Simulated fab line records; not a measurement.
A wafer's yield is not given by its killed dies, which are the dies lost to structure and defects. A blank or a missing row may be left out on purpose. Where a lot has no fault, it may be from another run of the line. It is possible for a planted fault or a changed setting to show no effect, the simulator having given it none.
A lot that was struck, set against a sound lot | flow sky130 | 20 out of 708 route steps
Sound: the wafers L398.2, L398.3, L398.6. Struck: wafer L406.6. (L406.4, L406.5 of the same lot were not struck and are left out.) The cause comes at the end.
Order at every step that has rows: each side's tool, ch and its chambers, its first start. Under that, the readings that differ: sound wafers | struck wafers | difference of the means | sigmas: that difference in standard deviations of wafers without a fault.
alike: readings whose means differ by less than 2 such deviations, and words and numbers that are the same on both sides. not compared: withheld readings, readings that some wafer has no value for, bounds like >300 that may hide the same value, and numbers for which the record gives no deviation and whose values overlap.
Wherever a step has rows on one side only, a row that says differs or no value, or a row with sigmas, the two part there. Numbers that have no deviation but don't overlap get no sigmas and don't part them. Lack of a reading on every wafer of one side parts them only where that side has two or more wafers.

first, 3 steps without rows for these wafers: SKY_PASSIVATION_EXPOSE_08 (exposes mask NSM, target cd 3000 nm); SKY_PASSIVATION_PEB_09; SKY_PASSIVATION_DEVELOP_10 (develop time 61.54 s).
SKY_PASSIVATION_ETCH_11: etches the open film in CF4/O2, stops on AlCu, target depth 725 nm, time 161.1 s.
  sound on rie_diel-02 ch 0,3, day 45 15:07; struck on rie_diel-02 ch 1, day 47 07:10
  alike: drypump_motor_current_A, oes_product_au, throttle_valve_pct
  not compared: rf_hours_counter_h
SKY_PASSIVATION_STRIP_12: strips in O2/N2.
  sound on plasma_asher-02 ch 0,1, day 45 15:13; struck on plasma_asher-01 ch 1, day 47 07:19
  reading             | sound             | struck | difference | sigmas
  n2_flow_sccm (sccm) | 299.8 300.2 300.7 | 297.9  | -2.3       | -3
  alike: drypump_motor_current_A, o2_flow_sccm, oes_product_au, strip_time_to_endpoint_s
  not compared: rf_hours_counter_h
then, 7 steps without rows for these wafers: SKY_PAD_OPEN_DEHYDRATE_00 (time 58.43 s); SKY_PAD_OPEN_HMDS_01 (prime time 60 s); SKY_PAD_OPEN_COAT_02 (resist thk 3000 nm); SKY_PAD_OPEN_SOFTBAKE_03; SKY_PAD_OPEN_EXPOSE_04 (exposes mask PDM, target cd 60000 nm); SKY_PAD_OPEN_PEB_05; SKY_PAD_OPEN_DEVELOP_06 (develop time 60 s).
SKY_PAD_OPEN_ETCH_07: etches the open film in CF4/O2, stops on AlCu, target depth 725 nm, time 161.1 s.
  sound on rie_diel-01 ch 0,1,2, day 46 11:40; struck on rie_diel-01 ch 2, day 48 02:55
  alike: drypump_motor_current_A, oes_product_au, throttle_valve_pct
  not compared: rf_hours_counter_h
SKY_PAD_OPEN_STRIP_08: strips in O2/N2.
  sound on plasma_asher-02 ch 1, day 46 11:46; struck on plasma_asher-02 ch 1, day 48 03:04
  alike: drypump_motor_current_A, n2_flow_sccm, o2_flow_sccm, oes_product_au
  not compared: rf_hours_counter_h
then, 4 steps without rows for these wafers: SKY_PAD_OPEN_STRIP_09 (strips in post etch residue remover, time 1200 s); SKY_PAD_OPEN_CLEAN_10 (cleans in IPA, time 180 s); SKY_PAD_OPEN_CLEAN_11 (cleans in O3/DIW); SKY_PAD_OPEN_ANNEAL_12.
SKY_PAD_OPEN_BOW_MEAS_13:
  sound on film_metro-02, day 46 14:01; struck on film_metro-02, day 48 05:13
  alike: PAD_OPEN_BOW
SKY_PAD_OPEN_PROBE_99:
  sound on prober-01, day 46 14:10; struck on prober-01, day 48 05:32
  reading                               | sound            | struck | difference | sigmas
  defect_limited_yield (%)              | 82.1 82.1 81.3   | 72.4   | -9.4       | -5
  killed_at_front_end                   | 18 22 14         | 9      | -9         | -2
  killed_at_other                       | 0 0 0            | 59     | +59        | +80
  killed_dies                           | 88 88 92         | 136    | +47        | +5
  sort_bin_3_pad_short (%)              | 1.2 1.0 0.8      | 4.1    | +3.1       | +7
  sort_bin_5_function (%)               | 9.8 11.2 12.2    | 17.3   | +6.2       | +4
  sort_n_pass                           | 404 404 400      | 356    | -47        | -5
  sort_yield_pct (%)                    | 82.1 82.1 81.3   | 72.4   | -9.4       | -5
  model.etest.tester.sort_n_pass        | 404 404 400      | 356    | -47        |
  model.etest.tester.sort_yield_pct (%) | 82.11 82.11 81.3 | 72.36  | -9.48      |
  model.etest.tester.sort_bin_5_pct (%) | 9.756 11.18 12.2 | 17.28  | +6.23      |
  model.etest.tester.sort_bin_3_pct (%) | 1.22 1.016 0.813 | 4.065  | +3.049     |
  alike: killed_at_M0_to_M3, killed_at_M4_up, killed_at_contacts, killed_on_rim, killed_open, killed_short, sort_bin_6_memory

WHERE THEY PART
Last at SKY_PAD_OPEN_PROBE_99 as far as this record goes, first at SKY_PASSIVATION_STRIP_12.

WHY: what the simulator had put in
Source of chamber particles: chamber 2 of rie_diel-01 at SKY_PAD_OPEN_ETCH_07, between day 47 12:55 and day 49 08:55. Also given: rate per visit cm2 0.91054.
